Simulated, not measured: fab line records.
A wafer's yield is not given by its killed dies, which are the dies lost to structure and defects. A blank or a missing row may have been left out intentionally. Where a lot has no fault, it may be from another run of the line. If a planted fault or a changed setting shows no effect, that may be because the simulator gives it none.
fab line records	flow sky130
record lots=7	wafers=21	last-day=48
route steps=708 shown LDD_LDN@292 SPACER@304 PAD_OPEN@708
lots that met no fault: from a run of the same line without faults
start-h: hours from the record's first day to the start of the lot's first wafer shown	wait-h: how many hours have passed since the lot's step before this one	" unchanged from the row above	L1.1+2: several wafers, shown together as one row	- no value, or no start given	* or withheld: withheld	< > ~ a bound
route shown NAME@n: a module of which the file shows steps, and the number in the route of the first	usual: mean/standard deviation taken from wafers without a fault	same: alike in all rows	chamber/n: place in a boat	sites: each site's reading	_std_site: how widely they spread, as a standard deviation	_edge_site: mean of outer sites minus mean of inner sites	radius-mm: for every site, how far away it sits from the centre of the wafer	mask NAME#n: copy n	behind: the most recent tool/chamber to have shaped the wafer	hold: why the lot went on hold/how many hours it stayed there/how the hold came to an end	device: transistor that didn't switch, given as n, p or np	end of line: the tests these same wafers got at the end of their route	step lacking rows: just its recipe	killed: dies that structure and defects cost at the first sort, which is not the same as the wafer's yield	map: dies across one wafer; x = killed, . = not, _ = none there
set.NAME: the setting as run; set.NAME@STEP: as run at that earlier step	model.NAME: the simulator's own value behind a step, which no gauge read
lots at selected steps of the route; one table per step, one row per wafer
services: when a tool's chamber went out of use (start-h, in hours from the record's first day, below 0 if earlier), for how many hours, and the reason
## steps
# step SKY_LDD_LDN_SOFTBAKE_03
# recipe temp-c=90	time-s=60	resist=NOVOLAK
# step SKY_LDD_LDN_EXPOSE_04
# recipe mask-id=LDNTM	na=0.6	source-shape=conventional	sigma-outer=0.6	polarization=unpolarized	target-cd-nm=700	dose-mj=140
# step SKY_LDD_LDN_PEB_05
# recipe temp-c=withheld	time-s=*	resist=NOVOLAK
# step SKY_LDD_LDN_DEVELOP_06
# recipe resist=NOVOLAK	developer=TMAH	develop-time-s=60	dev-temp-c=23
# step SKY_LDD_LDN_OVL_MEAS_07
# usual LDD_LDN_OVL=-0.2/1.4
lot.wafer	tool	chamber	start-h	wait-h	LDD_LDN_OVL[nm]
L906.1	overlay-02	-	527.24	0.1	3.5
L906.3	"	-	"	"	1.0
L906.6	"	-	"	"	2.7
L907.4	overlay-01	-	534.34	0.1	-0.7
L907.5	"	-	"	"	0.6
L907.6	"	-	"	"	-2.6
L916.2	overlay-02	-	625.63	0.1	-0.8
L916.4	"	-	"	"	0.4
L916.6	"	-	"	"	-2.4
L918.3	overlay-01	-	645.09	0.1	-1.8
L918.4	"	-	"	"	-2.6
L918.6	"	-	"	"	-1.7
L925.2	overlay-02	-	689.88	0.1	-0.9
L925.3	"	-	"	"	-2.0
L925.6	"	-	"	"	-1.6
L926.1	overlay-01	-	694.42	0.1	-2.9
L926.2	"	-	"	"	-1.1
L926.4	"	-	"	"	-1.8
L927.1	overlay-02	-	700.97	0.1	1.3
L927.2	"	-	"	"	1.9
L927.5	"	-	"	"	0.5
# step SKY_LDD_LDN_IMPLANT_08
# recipe species=As	energy-kev=15	dose-cm2=1.25e+13	tilt-deg=withheld	rotation-deg=23
# step SKY_LDD_LDN_IMPLANT_09
# recipe species=As	energy-kev=15	dose-cm2=1.25e+13	tilt-deg=withheld	rotation-deg=113
# step SKY_LDD_LDN_IMPLANT_10
# recipe species=As	energy-kev=15	dose-cm2=1.25e+13	tilt-deg=withheld	rotation-deg=203
# step SKY_LDD_LDN_IMPLANT_11
# recipe species=As	energy-kev=15	dose-cm2=1.25e+13	tilt-deg=withheld	rotation-deg=293
# step SKY_LDD_LDN_STRIP_12
# recipe chemistry=O2/N2	power-w=1400	pressure-mtorr=1500	platen-temp-c=withheld	o2-flow-sccm=3000	n2-flow-sccm=300	overash-fraction=0.5
# usual drypump-motor-current-A=5.7/0.47	oes-product-au=0.715/0.0044	strip-time-to-endpoint-s=14.16/0.046
lot.wafer	tool	chamber	start-h	wait-h	drypump-motor-current-A	oes-product-au	rf-hours-counter-h	strip-time-to-endpoint-s
L906.1	plasma-asher-02	0	528.01	0.1	5.1	0.710	74	14.16
L906.3	"	1	"	"	5.2	0.717	-	14.16
L906.6	"	0	"	"	5.1	0.713	-	14.18
L907.4	plasma-asher-01	0	534.99	0.1	5.4	0.720	-	14.20
L907.5	"	1	"	"	6.2	0.712	-	14.20
L907.6	"	0	"	"	5.4	0.715	-	14.22
L916.2	plasma-asher-03	0	626.26	0.1	6.4	0.710	17	14.17
L916.4	"	0	"	"	6.3	0.714	-	14.20
L916.6	"	0	"	"	6.3	0.716	-	14.18
L918.3	plasma-asher-03	1	645.74	0.1	5.9	0.723	-	14.16
L918.4	"	0	"	"	6.3	0.716	-	14.20
L918.6	"	1	"	"	5.9	0.724	-	14.19
L925.2	plasma-asher-01	0	690.51	0.1	5.4	0.714	56	14.20
L925.3	"	1	"	"	6.2	0.718	-	14.20
L925.6	"	1	"	"	6.2	0.719	-	14.17
L926.1	plasma-asher-02	0	695.06	0.1	5.1	0.716	89	14.18
L926.2	"	1	"	"	5.2	0.717	89	14.17
L926.4	"	0	"	"	5.1	0.708	-	14.23
L927.1	plasma-asher-03	0	701.61	0.1	6.3	0.710	24	14.15
L927.2	"	1	"	"	5.9	0.709	24	14.17
L927.5	"	1	"	"	5.9	0.715	-	14.19
# step SKY_LDD_LDN_TW_MEAS_13
# usual LDD_LDN_TW=1490/7.6
lot.wafer	tool	chamber	start-h	wait-h	LDD_LDN_TW
L906.1	film-metro-01	-	528.11	0.1	1482
L906.3	"	-	"	"	1492
L906.6	"	-	"	"	1484
L907.4	film-metro-02	-	535.09	0.1	1508
L907.5	"	-	"	"	1501
L907.6	"	-	"	"	1502
L916.2	film-metro-04	-	626.37	0.1	1486
L916.4	"	-	"	"	1490
L916.6	"	-	"	"	1491
L918.3	film-metro-02	-	645.83	0.1	1495
L918.4	"	-	"	"	1496
L918.6	"	-	"	"	1490
L925.2	film-metro-02	-	690.62	0.1	1502
L925.3	"	-	"	"	1500
L925.6	"	-	"	"	1498
L926.1	film-metro-01	-	695.16	0.1	1490
L926.2	"	-	"	"	1487
L926.4	"	-	"	"	1483
L927.1	film-metro-04	-	701.71	0.1	1484
L927.2	"	-	"	"	1485
L927.5	"	-	"	"	1489
# step SKY_LDD_LDN_CLEAN_14
# recipe chemistry=SC1/SC2	mix=1:4:20	temp-c=70	time-s=150	dry=n2-spin
# step SKY_SPACER_CVD_00
# recipe material=Si3N4	precursor=DCS/NH3	target-thk-nm=43.1	temp-c=770	time-s=740	pressure-mtorr=250
# usual spike-tc-bottom-C=791.2/1	spike-tc-centre-C=772.3/1.2	spike-tc-lower-C=770.9/2.1	spike-tc-top-C=783.0/2	spike-tc-upper-C=770.4/1	susceptor-temp-C=770.0/0.33	zone-power-bottom-pct=20.51/0.21	zone-power-centre-pct=12.95/0.22	zone-power-lower-pct=13.46/0.15	zone-power-top-pct=24.4/0.58
lot.wafer	tool	chamber	start-h	wait-h	spike-tc-bottom-C	spike-tc-centre-C	spike-tc-lower-C	spike-tc-top-C	spike-tc-upper-C	susceptor-temp-C	zone-power-bottom-pct	zone-power-centre-pct	zone-power-lower-pct	zone-power-top-pct	model.Si3N4_of_SPACER_CVD_00.thk-nm
L906.1	lpcvd-02	1	528.22	0.0	791.7	770.8	769.9	777.8	770.3	769.6	20.64	13.08	13.59	23.9	42.58
L906.3	"	1	"	"	792.3	773.1	769.7	783.5	770.9	769.6	20.50	13.19	13.71	23.2	42.48
L906.6	"	1	"	"	791.4	772.6	769.7	780.5	769.0	769.8	20.60	12.93	13.65	23.7	42.73
L907.4	lpcvd-02	0	535.17	0.0	792.4	771.2	772.9	782.4	770.9	769.9	20.63	12.91	13.20	24.6	41.65
L907.5	"	0	"	"	790.2	772.4	772.6	783.9	769.7	769.9	20.67	12.87	13.26	24.7	41.93
L907.6	"	0	"	"	790.1	772.6	772.5	784.4	770.1	770.1	20.58	12.96	13.41	24.6	42
L916.2	lpcvd-02	1	626.47	0.0	790.7	769.1	767.6	782.5	770.7	769.9	20.48	13.25	13.68	23.5	42.46
L916.4	"	1	"	"	791.8	771.0	768.6	781.0	769.8	770.1	20.37	13.23	13.48	23.7	42.45
L916.6	"	1	"	"	790.4	771.5	768.6	780.3	771.0	770.1	20.52	13.16	13.59	23.4	42.9
L918.3	lpcvd-02	0	646.05	0.1	791.3	774.3	772.1	784.5	770.1	770.2	20.51	13.02	13.18	24.9	42.49
L918.4	"	0	"	"	790.7	772.4	770.4	783.3	771.0	769.1	20.60	12.85	13.51	24.7	42.27
L918.6	"	0	"	"	790.5	771.8	771.6	782.6	772.1	769.9	20.88	12.84	13.64	25.5	42.2
L925.2	lpcvd-02	1	690.72	0.0	829.4	812.0	806.9	819.1	809.4	808.4	22.67	14.60	14.85	25.3	74.69
L925.3	"	1	"	"	829.2	811.7	807.1	816.4	809.0	808.3	22.72	14.49	14.90	25.1	74.69
L925.6	"	1	"	"	828.9	810.8	806.7	817.0	807.2	808.6	22.90	14.74	14.98	25.2	74.79
L926.1	lpcvd-02	0	695.27	0.0	830.3	812.6	810.7	822.2	808.3	808.7	22.81	14.41	14.77	26.3	74.45
L926.2	"	0	"	"	831.6	812.4	811.8	821.5	809.6	808.7	22.52	14.00	14.83	26.5	74.63
L926.4	"	0	"	"	830.8	810.9	810.5	823.0	808.3	808.9	22.49	13.92	14.59	26.6	74.9
L927.1	lpcvd-02	0	701.82	0.0	827.5	809.5	810.1	822.3	809.2	808.1	22.55	14.09	14.74	26.5	75.26
L927.2	"	0	"	"	828.5	811.9	810.8	820.7	807.8	808.2	22.41	14.28	14.64	26.5	74.93
L927.5	"	0	"	"	828.8	813.1	812.0	821.8	807.9	808.3	22.24	14.20	14.66	26.6	75.13
# step SKY_SPACER_THK_MEAS_01
# recipe reads=Si3N4_of_SPACER_CVD_00
# usual SPACER_CVD_00_THK=42.8/0.47
lot.wafer	tool	chamber	start-h	wait-h	hold	SPACER_CVD_00_THK[nm]
L906.1	film-metro-04	-	529.42	0.0	-	42.6
L906.3	"	-	"	"	-	42.5
L906.6	"	-	"	"	-	42.7
L907.4	film-metro-03	-	536.40	0.0	-	41.6
L907.5	"	-	"	"	-	41.9
L907.6	"	-	"	"	-	42.0
L916.2	film-metro-04	-	627.68	0.0	-	42.4
L916.4	"	-	"	"	-	42.5
L916.6	"	-	"	"	-	42.9
L918.3	film-metro-04	-	647.27	0.0	-	42.5
L918.4	"	-	"	"	-	42.2
L918.6	"	-	"	"	-	42.2
L925.2	film-metro-02	-	691.94	0.0	await-dispo/0.2h/release	74.8
L925.3	"	-	"	"	await-dispo/0.2h/release	74.7
L925.6	"	-	"	"	await-dispo/0.2h/release	74.8
L925.2	film-metro-02	-	692.17	0.2	-	74.8
L925.3	"	-	"	"	-	74.7
L925.6	"	-	"	"	-	74.8
L926.1	film-metro-02	-	696.47	0.0	await-dispo/0.2h/release	74.4
L926.2	"	-	"	"	await-dispo/0.2h/release	74.7
L926.4	"	-	"	"	await-dispo/0.2h/release	74.9
L926.1	film-metro-02	-	696.70	0.2	-	74.5
L926.2	"	-	"	"	-	74.6
L926.4	"	-	"	"	-	74.9
L927.1	film-metro-02	-	703.03	0.0	await-dispo/0.2h/release	75.3
L927.2	"	-	"	"	await-dispo/0.2h/release	75.0
L927.5	"	-	"	"	await-dispo/0.2h/release	75.1
L927.1	film-metro-02	-	703.26	0.2	-	75.3
L927.2	"	-	"	"	-	74.9
L927.5	"	-	"	"	-	75.2
# step SKY_PAD_OPEN_PROBE_99
# usual defect-limited-yield=82.5/2.1	killed_at_M0_to_M3=43/7.7	killed_at_M4_up=3.4/1.9	killed-at-contacts=25/5.6	killed-at-front-end=14/4.3	killed-at-other=0.2/0.5	killed-dies=86/10	killed-open=47/7.2	killed-short=39/6.7	sort_bin_3_pad_short=0.9/0.46	sort_bin_5_function=10.4/1.5	sort_bin_6_memory=6.2/1.2	sort-n-pass=406/10	sort-yield-pct=82.5/2.1
# same gross-dies=492	killed-at-back-side=0	sort_bin_4_leakage[%]=0	sort_bin_8_speed[%]=0
lot.wafer	tool	chamber	start-h	wait-h	defect-limited-yield[%]	killed_at_M0_to_M3	killed_at_M4_up	killed-at-contacts	killed-at-front-end	killed-at-other	killed-dies	killed-open	killed-short	sort_bin_3_pad_short[%]	sort_bin_5_function[%]	sort_bin_6_memory[%]	sort-n-pass	sort-yield-pct[%]
L906.1	prober-02	-	1078.15	0.1	82.3	42	3	28	14	0	87	45	42	1.6	10.0	6.1	405	82.3
L906.3	prober-02	-	1078.25	0.2	80.1	51	3	29	15	0	98	54	44	1.0	12.8	6.1	394	80.1
L906.6	prober-02	-	1078.40	0.2	82.7	41	5	30	9	0	85	47	38	1.0	8.7	7.5	407	82.7
L916.2	prober-02	-	1143.19	0.1	83.3	52	3	16	10	1	82	54	28	0.6	11.4	4.7	410	83.3
L916.4	prober-02	-	1143.29	0.2	87.2	31	3	20	9	0	63	34	29	0.4	8.5	3.9	429	87.2
L916.6	prober-02	-	1143.39	0.2	83.5	48	1	27	5	0	81	54	27	0.2	8.9	7.3	411	83.5
L918.3	prober-02	-	1154.49	0.2	84.6	30	3	24	19	0	76	41	35	2.4	10.0	3.0	416	84.6
L918.4	prober-02	-	1154.54	0.2	85.2	41	0	18	14	0	73	38	35	0.6	8.5	5.7	419	85.2
L918.6	prober-02	-	1154.64	0.2	80.7	52	3	28	12	0	95	50	45	1.6	10.6	7.1	397	80.7
# killed by level:class
L906.1 CONTACT:geometric-particle:short=9 CONTACT:geometric-particle:open=9 VIA1:geometric-particle:open=9 VIA3:geometric-particle:open=7 VIA2:geometric-particle:open=6 VIA1:geometric-particle:short=6 METAL1:geometric-particle:short=4 POLY_GATE:geometric-particle:short=4
L906.3 CONTACT:geometric-particle:open=12 VIA1:geometric-particle:open=11 VIA3:geometric-particle:open=9 LI_CONTACT:geometric-particle:open=6 METAL2:geometric-particle:short=6 VIA2:geometric-particle:open=6 CONTACT:geometric-particle:short=5 METAL1:geometric-particle:short=5
L906.6 CONTACT:geometric-particle:open=13 VIA1:geometric-particle:open=9 LI_CONTACT:geometric-particle:open=6 POLY_GATE:geometric-particle:open=5 VIA2:geometric-particle:open=5 METAL1:geometric-particle:short=5 METAL2:geometric-particle:short=5 VIA2:geometric-particle:short=5
L916.2 VIA1:geometric-particle:open=15 VIA3:geometric-particle:open=13 VIA1:geometric-particle:short=7 CONTACT:geometric-particle:open=6 VIA2:geometric-particle:open=6 LI_CONTACT:geometric-particle:open=5 FIELD_ISO:geometric-particle:open=4 CONTACT:geometric-particle:short=3
L916.4 LI_CONTACT:geometric-particle:open=7 VIA1:geometric-particle:open=5 VIA3:geometric-particle:open=5 METAL1:geometric-particle:short=5 METAL2:geometric-particle:short=5 VIA2:geometric-particle:open=5 FIELD_ISO:geometric-particle:open=4 LI_CONTACT:geometric-particle:short=4
L916.6 VIA1:geometric-particle:open=18 CONTACT:geometric-particle:open=8 LI_CONTACT:geometric-particle:open=8 VIA2:geometric-particle:open=8 VIA3:geometric-particle:open=6 METAL2:geometric-particle:short=5 LOCAL_INTERCONNECT:geometric-particle:short=4 CONTACT:geometric-particle:short=3
L918.3 CONTACT:geometric-particle:open=9 CONTACT:geometric-particle:short=7 LI_CONTACT:geometric-particle:open=6 POLY_GATE:geometric-particle:short=5 VIA1:geometric-particle:open=5 POLY_GATE:geometric-particle:open=4 VIA2:geometric-particle:open=4 METAL3:geometric-particle:short=4
L918.4 CONTACT:geometric-particle:open=10 VIA1:geometric-particle:open=10 METAL2:geometric-particle:short=7 VIA1:geometric-particle:short=6 FIELD_ISO:geometric-particle:short=5 VIA3:geometric-particle:open=5 METAL1:geometric-particle:short=4 FIELD_ISO:geometric-particle:open=3
L918.6 VIA1:geometric-particle:short=11 VIA1:geometric-particle:open=10 LI_CONTACT:geometric-particle:open=10 CONTACT:geometric-particle:short=7 CONTACT:geometric-particle:open=6 VIA3:geometric-particle:open=6 VIA2:geometric-particle:open=6 VIA3:geometric-particle:short=4
## services
tool	chamber	start-h	hours	kind
plasma-asher-02	-	506.94	2.8	pm
plasma-asher-03	-	527.49	4.7	repair
plasma-asher-01	-	529.21	0.6	repair
plasma-asher-03	-	579.54	2.8	pm
plasma-asher-02	-	591.06	4.3	pm
plasma-asher-02	-	635.22	11.1	pm
plasma-asher-03	-	648.99	1.8	repair
plasma-asher-02	-	653.62	4.9	repair
plasma-asher-01	-	690.61	2.8	pm
## key
first-sign step=SKY_SPACER_CVD_00	reading=susceptor-temp-C	direction=up	sigmas=99+	usual=*	struck=*
effect step=SKY_SPACER_CVD_00	reading=spike-tc-bottom-C	direction=up	sigmas=38	usual=791.2	struck=829.4
effect step=SKY_SPACER_THK_MEAS_01	reading=visit	direction=added
effect step=SKY_SPACER_THK_MEAS_01	reading=SPACER_CVD_00_THK	direction=up	sigmas=69	usual=42.8	struck=74.8
model-effect step=SKY_SPACER_CVD_00	value=Si3N4_of_SPACER_CVD_00.thk-nm	without=42.49	struck=74.83
met-at SKY_SPACER_CVD_00
struck-wafers L925.2,L925.3,L925.6,L926.1,L926.2,L926.4,L927.1,L927.2,L927.5
scrapped-behind SKY_SPACER_THK_MEAS_01 L925.2,L925.3,L925.6,L926.1,L926.2,L926.4,L927.1,L927.2,L927.5
onset-between 646.05 690.72
fault kind=process-parameter-drift	tool=lpcvd-02	chamber=-	onset-h=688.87	steps=SKY_SPACER_CVD_00	channel=temp-c	offset=*	shape=step	end-h=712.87	acts-in=*	stated=*
